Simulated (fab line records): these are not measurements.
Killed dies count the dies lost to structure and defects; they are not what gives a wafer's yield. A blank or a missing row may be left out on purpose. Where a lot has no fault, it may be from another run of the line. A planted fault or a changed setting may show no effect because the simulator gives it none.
The tool behind it: which one?    flow gf180mcu    6 lots, 18 wafers sampled, at 2 steps of a route of 602

== WHAT EACH GAUGE READ, for each wafer ==
GF_M4_RS_MEAS_05: uses a four-point probe to measure.
lot   measured      on            M4_ALCU_RS (ohm/sq)
L795  day 22 23:09  filmMetro-01  0.0696 0.0682 0.0692
L798  day 23 20:29  filmMetro-03  0.0690 0.0680 0.0695
L800  day 24 11:51  filmMetro-01  0.0691 0.0674 0.0684
L805  day 26 13:52  filmMetro-01  0.0682 0.0690 0.0695
L812  day 29 12:48  filmMetro-04  0.0698 0.0697 0.0695
L815  day 30 02:08  filmMetro-01  0.0693 0.0702 0.0694

== WHAT TOOL EACH LOT RAN ON (gives the tool, then ch and the chambers of the sampled wafers, and finally the start) ==
lot   GF_V3_CVD_23
L795  cvdW-02 ch 0,1, day 22 22:20
L798  cvdW-01 ch 0,1, day 23 19:38
L800  cvdW-01 ch 0,1, day 24 11:02
L805  cvdW-01 ch 0,1, day 26 13:04
L812  cvdW-02 ch 0,1, day 29 11:58
L815  cvdW-02 ch 0,1, day 30 01:19
- GF_V3_CVD_23: deposits W, target thk 350 nm, time 104.9 s.

== THE ANSWER, worked out from the rows above alone ==
Rule: the lots themselves supply what counts as usual. The widest of any qualifying gaps counts: lots, ordered by their means at a reading, are off when they make up no more than a third of the lots, leave a main group of 4 or more, and stand apart from it by 3 or more times the standard deviation of that group's means. A main group is skipped when, at the precision printed for the reading in the tables above, its means are all equal. Also off: a lot with no number at a reading for which 4 or more lots have one. Any other lot the step has rows for is counted as sound.
None of the lots is off at any reading shown; this tells nothing.

== WHAT THE SIMULATOR HAD PUT IN ==
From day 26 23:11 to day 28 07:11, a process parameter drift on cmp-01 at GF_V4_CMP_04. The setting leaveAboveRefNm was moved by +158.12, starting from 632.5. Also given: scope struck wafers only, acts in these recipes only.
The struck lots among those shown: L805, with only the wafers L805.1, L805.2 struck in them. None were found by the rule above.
